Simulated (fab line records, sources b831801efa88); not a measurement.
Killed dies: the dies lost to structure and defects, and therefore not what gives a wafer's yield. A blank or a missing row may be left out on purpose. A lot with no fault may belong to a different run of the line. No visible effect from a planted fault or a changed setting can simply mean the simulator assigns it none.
Check for tools in common	flow gf180mcu	42 wafers sampled across 14 lots

== WHAT PROMPTED THE OPENING ==
GF_VT_IMPLANT_OVL_MEAS_07, reading VT_IMPLANT_OVL: flagged on 2 of 14 lots. Wafers without a fault read 0.0 nm, standard deviation 1.5.
Rule: a lot is flagged when every wafer of it that has a number lies more than 4 standard deviations from that mean, or none has a number. All remaining lots are regarded as sound.

lot	measured	on	VT_IMPLANT_OVL (nm), wafer by wafer	flag
L282	day 5 15:32	overlay-01	-1.7 -2.3 0.2	
L284	day 6 01:53	overlay-02	-1.0 0.2 -1.4	
L285	day 6 12:47	overlay-01	-1.2 -0.7 1.1	
L286	day 6 14:22	overlay-02	-0.3 1.4 1.5	
L287	day 6 19:33	overlay-01	1.0 3.3 2.9	
L288	day 7 02:56	overlay-02	-1.3 -1.9 0.1	
L289	day 7 08:20	overlay-01	-1.0 -0.1 0.4	
L291	day 7 21:05	overlay-02	-0.3 2.1 0.6	
L294	day 8 16:53	overlay-02	156.6 156.7 157.5	FLAGGED
L297	day 9 11:38	overlay-01	159.6 158.9 160.6	FLAGGED
L300	day 10 05:38	overlay-02	0.5 1.4 0.5	
L301	day 10 10:29	overlay-02	-1.9 -0.9 -0.3	
L303	day 11 00:35	overlay-02	0.8 -0.2 -1.4	
L304	day 11 08:05	overlay-01	-2.0 -2.1 -1.7	
Averaged over the flagged lots the numbers come to 158.3 nm, +158.3 nm from the usual (+99 or more standard deviations).

== EACH LOT AND THE TOOL IT RAN ON ==
The record holds 2 process steps before the reading, out of a route of 602 steps. Cell contents, in order: the tool; ch with the chambers the sampled wafers went through; the start.
lot	flag	GF_MVSD_STRIP_10	GF_VT_IMPLANT_EXPOSE_04
L282		plasma-asher-01 ch 0,1, day 4 10:33	iline-stepper-01 ch 0, day 5 08:37
L284		plasma-asher-01 ch 0,1, day 4 21:44	iline-stepper-01 ch 0, day 5 19:50
L285		plasma-asher-04 ch 0,1, day 5 05:22	iline-stepper-01 ch 0, day 6 04:41
L286		plasma-asher-04 ch 0,1, day 5 09:08	iline-stepper-02 ch 0, day 6 06:22
L287		plasma-asher-03 ch 0,1, day 5 15:01	iline-stepper-02 ch 0, day 6 12:32
L288		plasma-asher-03 ch 0,1, day 5 21:13	iline-stepper-01 ch 0, day 6 19:13
L289		plasma-asher-03 ch 0,1, day 6 01:23	iline-stepper-01 ch 0, day 7 00:23
L291		plasma-asher-04 ch 0,1, day 6 13:43	iline-stepper-02 ch 0, day 7 13:03
L294	FLAGGED	plasma-asher-04 ch 0,1, day 7 08:54	iline-stepper-02 ch 0, day 8 08:40
L297	FLAGGED	plasma-asher-04 ch 0,1, day 8 01:43	iline-stepper-02 ch 0, day 9 03:01
L300		plasma-asher-03 ch 0,1, day 8 18:29	iline-stepper-01 ch 0, day 9 20:27
L301		plasma-asher-01 ch 0,1, day 8 23:40	iline-stepper-01 ch 0, day 10 01:27
L303		plasma-asher-04 ch 0,1, day 9 12:29	iline-stepper-01 ch 0, day 10 15:34
L304		plasma-asher-04 ch 0,1, day 9 19:34	iline-stepper-01 ch 0, day 10 23:16
These steps, and what they do:
- GF_MVSD_STRIP_10: strips in O2/N2.
- GF_VT_IMPLANT_EXPOSE_04: exposes mask LVPWELL LV AREA, target cd 600 nm.
- GF_VT_IMPLANT_OVL_MEAS_07

== FLAGGED AGAINST TOTAL, ONE TOOL AT A TIME (gauges that did the reading follow at the end) ==
step	tool	lots run	flagged	share of the flagged lots	sound lots run after its first flagged lot
GF_MVSD_STRIP_10	plasma-asher-01	3	0	none	-
GF_MVSD_STRIP_10	plasma-asher-03	4	0	none	-
GF_MVSD_STRIP_10	plasma-asher-04	7	2	all	2 (L303,L304)
GF_VT_IMPLANT_EXPOSE_04	iline-stepper-01	9	0	none	-
GF_VT_IMPLANT_EXPOSE_04	iline-stepper-02	5	2	all	0
GF_VT_IMPLANT_OVL_MEAS_07	overlay-01	6	1	some	1 (L304)
GF_VT_IMPLANT_OVL_MEAS_07	overlay-02	8	1	some	3 (L300,L301,L303)

== WHAT IS ALLOWED BY THE TABLE ==
Every flagged lot went through 2 rows of the table: plasma-asher-04 at GF_MVSD_STRIP_10 and iline-stepper-02 at GF_VT_IMPLANT_EXPOSE_04.
- plasma-asher-04 at GF_MVSD_STRIP_10 ran 7 lots, 2 of them flagged. Lots that were sound ran on it after the first flagged one (L303, L304); a persistent fault on the entire tool would not allow that.
- iline-stepper-02 at GF_VT_IMPLANT_EXPOSE_04 ran 5 lots, 2 of them flagged. Last sound lot L291 at day 7 13:03, first flagged lot L294 at day 8 08:40; a fault beginning in between fits.
One tool is left: iline-stepper-02 at GF_VT_IMPLANT_EXPOSE_04.

== WHAT THE SIMULATOR HAD PUT IN ==
Scanner matching overlay: iline-stepper-02, from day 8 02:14 on, at GF_VT_IMPLANT_EXPOSE_04. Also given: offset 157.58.
Struck lots among those shown: L294, L297. The rule above reached the same finding.
